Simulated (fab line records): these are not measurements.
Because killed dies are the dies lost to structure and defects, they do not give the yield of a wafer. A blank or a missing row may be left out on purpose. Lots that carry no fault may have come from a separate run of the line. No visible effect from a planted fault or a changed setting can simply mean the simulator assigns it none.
Matching of chambers || flow sfqLine || SFQ_TRILAYER_I0_CMP_CMP_028 on cmp-01 has 4 sister chambers
The step polishes SiO2. 4 wafers are shown with their chamber, then 9 later ones without.

== WAFERS WITH THEIR CHAMBER ==
{"wafer": "L556.1", "chamber": 2, "headPressurePsi (psi)": 2.997}
{"wafer": "L560.5", "chamber": 1, "headPressurePsi (psi)": 2.996}
{"wafer": "L570.2", "chamber": 3, "headPressurePsi (psi)": 3.008}
{"wafer": "L570.5", "chamber": 0, "headPressurePsi (psi)": 2.992}

== WAFERS WHOSE CHAMBER IS MISSING ==
{"wafer": "L571.3", "headPressurePsi (psi)": 3.002}
{"wafer": "L571.4", "headPressurePsi (psi)": 3.009}
{"wafer": "L571.5", "headPressurePsi (psi)": 3.005}
{"wafer": "L572.1", "headPressurePsi (psi)": 2.999}
{"wafer": "L572.2", "headPressurePsi (psi)": 3.007}
{"wafer": "L572.6", "headPressurePsi (psi)": 3.003}
{"wafer": "L573.4", "headPressurePsi (psi)": 2.999}
{"wafer": "L573.5", "headPressurePsi (psi)": 3.002}
{"wafer": "L573.6", "headPressurePsi (psi)": 3.002}

== THE CHAMBER EACH PASSED THROUGH ==
{"wafer": "L571.3", "from the rows above": "can't be placed: 2 or 1 or 3 or 0", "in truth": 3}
{"wafer": "L571.4", "from the rows above": 3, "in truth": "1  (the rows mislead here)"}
{"wafer": "L571.5", "from the rows above": "can't be placed: 3 or 2 or 1", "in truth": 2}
{"wafer": "L572.1", "from the rows above": "can't be placed: 2 or 1 or 0 or 3", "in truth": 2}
{"wafer": "L572.2", "from the rows above": 3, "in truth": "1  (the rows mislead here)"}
{"wafer": "L572.6", "from the rows above": "can't be placed: 3 or 2 or 1 or 0", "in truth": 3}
{"wafer": "L573.4", "from the rows above": "can't be placed: 2 or 1 or 0 or 3", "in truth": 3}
{"wafer": "L573.5", "from the rows above": "can't be placed: 2 or 1 or 3 or 0", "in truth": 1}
{"wafer": "L573.6", "from the rows above": "can't be placed: 2 or 1 or 3 or 0", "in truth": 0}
Correct placement for 0 of the 9. Not placeable from these rows: 7 (in 7, the candidates include the true chamber). 2 placed wrongly.
How it was worked out, from the rows above alone: a wafer's distance from a chamber is the root of the sum, over the readings, of the square of ((its reading less the chamber's mean) divided by the reading's scatter). The wafer belongs to the nearest chamber; if the next one is less than 2 further off, it can't be placed. A chamber's mean is the mean of its shown wafers. The scatter: with one shown wafer a chamber, the root of the mean of the squares of how far each hidden wafer lies from its nearest shown one.
